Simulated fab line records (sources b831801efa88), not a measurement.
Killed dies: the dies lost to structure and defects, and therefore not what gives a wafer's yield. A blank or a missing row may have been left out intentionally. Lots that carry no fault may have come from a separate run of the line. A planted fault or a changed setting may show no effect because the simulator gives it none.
A lot that was struck, set against a sound lot || flow sky130 || 35 out of 708 route steps
Sound: these wafers, L425.1, L425.4, L425.5. Struck: wafer L440.2. (L440.4, L440.6 of the same lot were not struck and are left out.) The cause comes at the end.
Per side, at each step with rows, come the tool, then ch with its chambers, and then its first start. Under that, the readings that differ: sound wafers || struck wafers || difference of the means || sigmas: that difference in standard deviations of wafers without a fault.
alike: readings whose means differ by less than 2 such deviations, and words and numbers that are the same on both sides. not compared: withheld readings, readings that some wafer has no value for, bounds like >300 that may hide the same value, and numbers for which the record gives no deviation and whose values overlap.
The two part at a step that has a row with sigmas, a row that says differs or no value, or rows on one side only. Numbers that don't overlap but have no deviation are shown without sigmas and don't part them. A reading that every wafer of one side lacks parts them only if that side has two wafers or more.

first, 10 steps without rows for these wafers: SKY_VIA3_DEHYDRATE_04 (time 60 s); SKY_VIA3_HMDS_05 (prime time 60 s); SKY_VIA3_COAT_06 (resist thk 60 nm); SKY_VIA3_COAT_07 (resist thk 450 nm); SKY_VIA3_SOFTBAKE_08 (time 90 s); SKY_VIA3_EXPOSE_09 (exposes mask VIM3, target cd 200 nm); SKY_VIA3_PEB_10; SKY_VIA3_DEVELOP_11 (develop time 60 s); SKY_VIA3_ETCH_14 (etches BARC in N2/H2, stops on SiO2, time 45.9 s, target depth 60 nm); SKY_VIA3_ETCH_15 (etches SiO2 in C4F8/O2/Ar, stops on TiN, target depth 507 nm, time 78 s).
SKY_VIA3_STRIP_16: strips in O2/N2.
  sound on plasma_asher-02 ch 0,1, day 40 00:05; struck on plasma_asher-04 ch 1, day 44 09:14
  alike: drypump_motor_current_A, n2_flow_sccm, oes_product_au, strip_time_to_endpoint_s
  not compared: rf_hours_counter_h
then, 23 steps without rows for these wafers: SKY_VIA3_STRIP_17 (strips in post etch residue remover, time 1200 s); SKY_VIA3_CLEAN_18 (cleans in IPA, time 180 s); SKY_VIA3_CLEAN_19 (cleans in O3/DIW); SKY_VIA3_SPUTTER_20 (material TiN, target thk 20 nm, time 80 s); SKY_VIA3_CVD_21 (deposits W, target thk 390 nm, time 117.31 s); SKY_VIA3_CMP_24 (polishes, stops on SiO2, t overpolish 20 s, target thk 0 nm); SKY_METAL4_SPUTTER_00 (material Ti, target thk 15 nm, time 10 s); SKY_METAL4_SPUTTER_01 (material TiN, target thk 20 nm, time 16.7 s); SKY_METAL4_SPUTTER_02 (material AlCu, target thk 735 nm, time 39.1 s); SKY_METAL4_SPUTTER_03 (material Ti, target thk 5 nm, time 3.3 s); SKY_METAL4_SPUTTER_04 (material TiN, target thk 70 nm, time 58.3 s); SKY_CAP2M_CVD_00 (deposits SiO2, target thk 15.5 nm); SKY_CAP2M_SPUTTER_02 (material TiN, target thk 200 nm, time 166.7 s); SKY_CAP2M_DEHYDRATE_05 (time 60 s); SKY_CAP2M_HMDS_06 (prime time 60 s); SKY_CAP2M_COAT_07 (resist thk 1140 nm); SKY_CAP2M_SOFTBAKE_08 (time 60 s); SKY_CAP2M_EXPOSE_09 (exposes mask CAP2M, target cd 1000 nm); SKY_CAP2M_PEB_10; SKY_CAP2M_DEVELOP_11 (develop time 60 s); SKY_CAP2M_METAL_ETCH_13 (etches TiN in Cl2/BCl3, stops on SiO2, target depth 220 nm, time 62.9 s); SKY_CAP2M_STRIP_14 (strips in O2/N2); SKY_CAP2M_STRIP_15 (strips in post etch residue remover, time 1200 s).
-- the record jumps here: 5 days lie between the struck wafers' starts before and after (it left off in module CAP2M and takes up again in module PAD_OPEN, whose first step shown is number 708 of the route) --
SKY_PAD_OPEN_PROBE_99:
  sound: prober-02 at day 46 00:44; struck: prober-01 at day 49 18:41
{"reading": "defect_limited_yield (%)", "sound": "83.5 79.1 80.7", "struck": 74.8, "difference": -6.3, "sigmas": -3}
{"reading": "killed_at_M0_to_M3", "sound": "27 48 46", "struck": 76, "difference": "+36", "sigmas": "+5"}
{"reading": "killed_dies", "sound": "81 103 95", "struck": 124, "difference": "+31", "sigmas": "+3"}
{"reading": "sort_bin_3_pad_short (%)", "sound": "1.0 0.6 0.6", "struck": 3.3, "difference": "+2.6", "sigmas": "+6"}
{"reading": "sort_bin_5_function (%)", "sound": "10.2 13.8 12.6", "struck": 15.4, "difference": "+3.2", "sigmas": "+2"}
{"reading": "sort_n_pass", "sound": "411 389 397", "struck": 368, "difference": -31, "sigmas": -3}
{"reading": "sort_yield_pct (%)", "sound": "83.5 79.1 80.7", "struck": 74.8, "difference": -6.3, "sigmas": -3}
{"reading": "model.etest.tester.sort_n_pass", "sound": "411 389 397", "struck": 368, "difference": -31, "sigmas": ""}
{"reading": "model.etest.tester.sort_yield_pct (%)", "sound": "83.54 79.06 80.69", "struck": 74.8, "difference": -6.3, "sigmas": ""}
{"reading": "model.etest.tester.sort_bin_5_pct (%)", "sound": "10.16 13.82 12.6", "struck": 15.45, "difference": "+3.26", "sigmas": ""}
{"reading": "model.etest.tester.sort_bin_3_pct (%)", "sound": "1.016 0.6098 0.6098", "struck": 3.252, "difference": "+2.507", "sigmas": ""}
  alike: killed_at_M4_up, killed_at_contacts, killed_at_front_end, killed_at_other, killed_open, killed_short, sort_bin_6_memory

## WHERE THEY PART
Only at SKY_PAD_OPEN_PROBE_99, within this record.

WHY: what had been put in by the simulator
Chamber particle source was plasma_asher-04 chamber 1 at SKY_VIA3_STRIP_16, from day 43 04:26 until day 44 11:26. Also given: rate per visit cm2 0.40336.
